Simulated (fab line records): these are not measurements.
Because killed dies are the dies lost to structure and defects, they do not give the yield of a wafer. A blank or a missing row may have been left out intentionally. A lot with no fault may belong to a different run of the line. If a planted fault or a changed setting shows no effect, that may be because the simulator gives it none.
Matching of chambers / flow sky130 / SKY_FIELD_ISO_ETCH_14 on rie diel-03 has 4 sister chambers
The step etches BARC in N2/H2, stops on SiO2, time 45.9 s, target depth 60 nm. 18 wafers are shown with their chamber, then 9 later ones without.

WAFERS, EACH WITH ITS CHAMBER
wafer=L207.2; chamber=0; drypump motor current A (A)=5.3; h2 flow sccm (sccm)=200.6; oes product au (a.u.)=0.860
wafer=L207.3; chamber=1; drypump motor current A (A)=5.1; h2 flow sccm (sccm)=199.6; oes product au (a.u.)=0.857
wafer=L207.6; chamber=1; drypump motor current A (A)=5.1; h2 flow sccm (sccm)=200.5; oes product au (a.u.)=0.854
wafer=L217.3; chamber=1; drypump motor current A (A)=5.1; h2 flow sccm (sccm)=201.1; oes product au (a.u.)=0.860
wafer=L217.4; chamber=0; drypump motor current A (A)=5.4; h2 flow sccm (sccm)=199.7; oes product au (a.u.)=0.856
wafer=L217.5; chamber=2; drypump motor current A (A)=5.8; h2 flow sccm (sccm)=199.1; oes product au (a.u.)=0.857
wafer=L218.1; chamber=2; drypump motor current A (A)=5.8; h2 flow sccm (sccm)=201.3; oes product au (a.u.)=0.853
wafer=L218.2; chamber=3; drypump motor current A (A)=5.1; h2 flow sccm (sccm)=200.7; oes product au (a.u.)=0.846
wafer=L218.6; chamber=0; drypump motor current A (A)=5.3; h2 flow sccm (sccm)=200.2; oes product au (a.u.)=0.843
wafer=L219.1; chamber=0; drypump motor current A (A)=5.4; h2 flow sccm (sccm)=200.3; oes product au (a.u.)=0.855
wafer=L219.2; chamber=1; drypump motor current A (A)=5.1; h2 flow sccm (sccm)=199.4; oes product au (a.u.)=0.859
wafer=L219.6; chamber=3; drypump motor current A (A)=5.1; h2 flow sccm (sccm)=200.6; oes product au (a.u.)=0.856
wafer=L220.1; chamber=0; drypump motor current A (A)=5.3; h2 flow sccm (sccm)=200.3; oes product au (a.u.)=0.855
wafer=L220.2; chamber=1; drypump motor current A (A)=5.1; h2 flow sccm (sccm)=200.3; oes product au (a.u.)=0.858
wafer=L220.6; chamber=0; drypump motor current A (A)=5.4; h2 flow sccm (sccm)=200.0; oes product au (a.u.)=0.850
wafer=L222.3; chamber=0; drypump motor current A (A)=5.4; h2 flow sccm (sccm)=199.9; oes product au (a.u.)=0.865
wafer=L222.4; chamber=1; drypump motor current A (A)=5.1; h2 flow sccm (sccm)=199.7; oes product au (a.u.)=0.854
wafer=L222.6; chamber=2; drypump motor current A (A)=5.8; h2 flow sccm (sccm)=199.2; oes product au (a.u.)=0.860

SIGNATURES, as means of the wafers listed above
reading=drypump motor current A; chamber 0=5.357; chamber 1=5.100; chamber 2=5.800; chamber 3=5.100; scatter within a chamber=0.035
reading=h2 flow sccm; chamber 0=200.143; chamber 1=200.100; chamber 2=199.867; chamber 3=200.650; scatter within a chamber=0.64
reading=oes product au; chamber 0=0.85486; chamber 1=0.85700; chamber 2=0.85667; chamber 3=0.85100; scatter within a chamber=0.00536
Rule: a wafer lies at a distance from a chamber equal to the root of the sum of squares, over the readings, of (its reading less the chamber's mean, divided by the reading's scatter). If the next closest chamber is less than 2 further off than the closest, the wafer can't be placed; otherwise it belongs to the closest. The scatter is the square root of a quotient: the sum, over the shown wafers, of each reading's squared deviation from its chamber's mean, divided by wafers minus chambers.

WAFERS WITHOUT THEIR CHAMBER
wafer=L225.1; drypump motor current A (A)=5.3; h2 flow sccm (sccm)=199.5; oes product au (a.u.)=0.859
wafer=L225.3; drypump motor current A (A)=5.1; h2 flow sccm (sccm)=200.1; oes product au (a.u.)=0.855
wafer=L225.5; drypump motor current A (A)=5.1; h2 flow sccm (sccm)=200.3; oes product au (a.u.)=0.864
wafer=L229.2; drypump motor current A (A)=5.3; h2 flow sccm (sccm)=201.3; oes product au (a.u.)=0.846
wafer=L229.4; drypump motor current A (A)=5.9; h2 flow sccm (sccm)=200.7; oes product au (a.u.)=0.853
wafer=L229.5; drypump motor current A (A)=5.9; h2 flow sccm (sccm)=200.6; oes product au (a.u.)=0.854
wafer=L230.2; drypump motor current A (A)=5.3; h2 flow sccm (sccm)=200.4; oes product au (a.u.)=0.866
wafer=L230.3; drypump motor current A (A)=5.1; h2 flow sccm (sccm)=199.7; oes product au (a.u.)=0.852
wafer=L230.4; drypump motor current A (A)=5.8; h2 flow sccm (sccm)=200.3; oes product au (a.u.)=0.853

CHAMBER TAKEN BY EACH
wafer=L225.1; from the rows above=0; in truth=0
wafer=L225.3; from the rows above=can't be placed: 1 or 3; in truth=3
wafer=L225.5; from the rows above=can't be placed: 1 or 3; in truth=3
wafer=L229.2; from the rows above=0; in truth=0
wafer=L229.4; from the rows above=2; in truth=2
wafer=L229.5; from the rows above=2; in truth=2
wafer=L230.2; from the rows above=0; in truth=0
wafer=L230.3; from the rows above=can't be placed: 1 or 3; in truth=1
wafer=L230.4; from the rows above=2; in truth=2
Correct placement for 6 of the 9. From these rows, 3 cannot be placed; in 3 the true chamber is one of the candidates. 0 placed wrongly.
